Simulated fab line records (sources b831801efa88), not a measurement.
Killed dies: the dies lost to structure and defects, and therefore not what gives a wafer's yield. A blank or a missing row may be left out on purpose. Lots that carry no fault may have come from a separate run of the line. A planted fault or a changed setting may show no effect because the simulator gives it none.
Problem report in the 8D (eight disciplines) form, filled by code    flow sfq line    the parts of the form that need people (team, actions taken, sign-off) are left out

== 1. WHAT WENT WRONG ==
A mean of 250.5 nm is read at SFQ_TRILAYER_I3_METRO_MEASURE_083 for thk nm, taken on 1 wafer of 1 lot, against 198.9 nm (standard deviation 1.3) on wafers free of any fault. Relative to the usual mean, that is a shift of +40 standard deviations.
Earliest sighting: wafer L933.4 on film metro-02 at day 41 21:18. At this step, 15 wafers from 5 lots have a number in the record. Rule for "out", or "out of limits": more than 4 standard deviations from the usual mean. All remaining wafers that have a number are taken as sound.

== 2. WHAT IT IS; WHAT IT IS NOT ==
question                     is                 is not
which readings at this step  thk nm             -
which lots                   L933               L924, L929, L941, L943
which wafers of those lots   L933.4             L933.3, L933.6
read on which tools          film metro-02      film metro-01, film metro-03
when                         from day 41 21:18  up to then (8 sound wafers); but 6 sound wafers of L941, L943 came after

== 3. WHAT RULES OUT EACH SUSPECT ==
Counting: if a tool at a process step up to the reading ran every lot that is out, it stays a suspect. Sound lots after the first of them don't rule it out here, since some wafers of a struck lot are sound.
- rie metal-04 at SFQ_TRILAYER_M3_ETCH_METAL_ETCH_078 (etches Nb in Cl2/Ar, stops on SiO2, target depth 240 nm, time 120 s): kept. It ran the lot that is out, L933 (day 41 04:19).
- rie metal-04 at SFQ_TRILAYER_M3_STRIP_STRIP_079 (strips in O2): kept. It ran the lot that is out, L933 (day 41 04:36).
- pecvd-02 at SFQ_TRILAYER_I3_DEP_PECVD_081 (deposits SiO2 from SiH4/N2O, time 111.11 s, target thk 500 nm): kept. It ran the lot that is out, L933 (day 41 05:11); its last sound lot up to then is L929 (day 39 16:18).
- cmp-02 at SFQ_TRILAYER_I3_CMP_CMP_082 (polishes SiO2): kept. It ran the lot that is out, L933 (day 41 18:47); its last sound lot up to then is L929 (day 40 00:12).
- film metro-02 at SFQ_TRILAYER_I3_METRO_MEASURE_083: kept. It ran the lot that is out, L933 (day 41 21:18). On those wafers its own readings are out: thk nm.
- cmp-02, SFQ_TRILAYER_I3_CMP_CMP_082: wafers that are out in chamber 2, sound lot-mates in chambers 1, 3.
Left after counting: rie metal-04 at SFQ_TRILAYER_M3_ETCH_METAL_ETCH_078, rie metal-04 at SFQ_TRILAYER_M3_STRIP_STRIP_079, pecvd-02 at SFQ_TRILAYER_I3_DEP_PECVD_081, cmp-02 at SFQ_TRILAYER_I3_CMP_CMP_082, film metro-02 at SFQ_TRILAYER_I3_METRO_MEASURE_083.

== 4. THE CAUSE (what the simulator had put in) ==
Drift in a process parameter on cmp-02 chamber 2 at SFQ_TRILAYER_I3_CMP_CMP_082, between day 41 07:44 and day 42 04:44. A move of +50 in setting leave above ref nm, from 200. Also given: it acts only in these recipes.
Counting leaves 5 suspects; this tool is one of them.

== 5. SEQUENCE OF EFFECTS, ordered by route ==
Rows list readings where the struck wafers' mean (over those with a number) sits beyond 3 standard deviations from the usual. Scope: only readings with a usual standard deviation given in the record; hours: median across lots of the time from each lot's start at the first step in this table that gives one to its start at this step; sigmas: change in usual standard deviations.
hours  step                                   reading         usual       on struck wafers  change  sigmas
0      SFQ_TRILAYER_I3_METRO_MEASURE_083      thk nm          198.9 nm    250.5             +51.6   +40
141    SFQ_TRILAYER_I3_VIA_ETCH_VIA_ETCH_088  oes product au  0.852 a.u.  0.979             +0.127  +24
Its process steps:
- SFQ_TRILAYER_I3_METRO_MEASURE_083
- SFQ_TRILAYER_I3_VIA_ETCH_VIA_ETCH_088: etches SiO2 in CHF3, stops on Nb, target depth 260 nm.
Later measuring or inspecting steps at which every struck wafer that the step has a row for has a number for every such reading, and none has moved that far: SFQ_I3_OVL_MEAS_923, SFQ_M4_RS_MEAS_924, SFQ_M4_OVL_MEAS_926, SFQ_M8_BOW_MEAS_951.

== 6. WHAT WOULD HAVE CAUGHT IT SOONER ==
14 hours passed between the start of the fault at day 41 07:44 and the first reading out of limits in this record, taken at day 41 21:18.
An alarm limit of 4 standard deviations would not have fired on the tool readings at SFQ_TRILAYER_I3_CMP_CMP_082 for which the record gives a usual standard deviation, since none of them was out on any struck wafer.
Lots out: 1; all had begun SFQ_TRILAYER_I3_CMP_CMP_082 on cmp-02 by day 41 21:18. Holding the tool at that point would not have protected any of them.
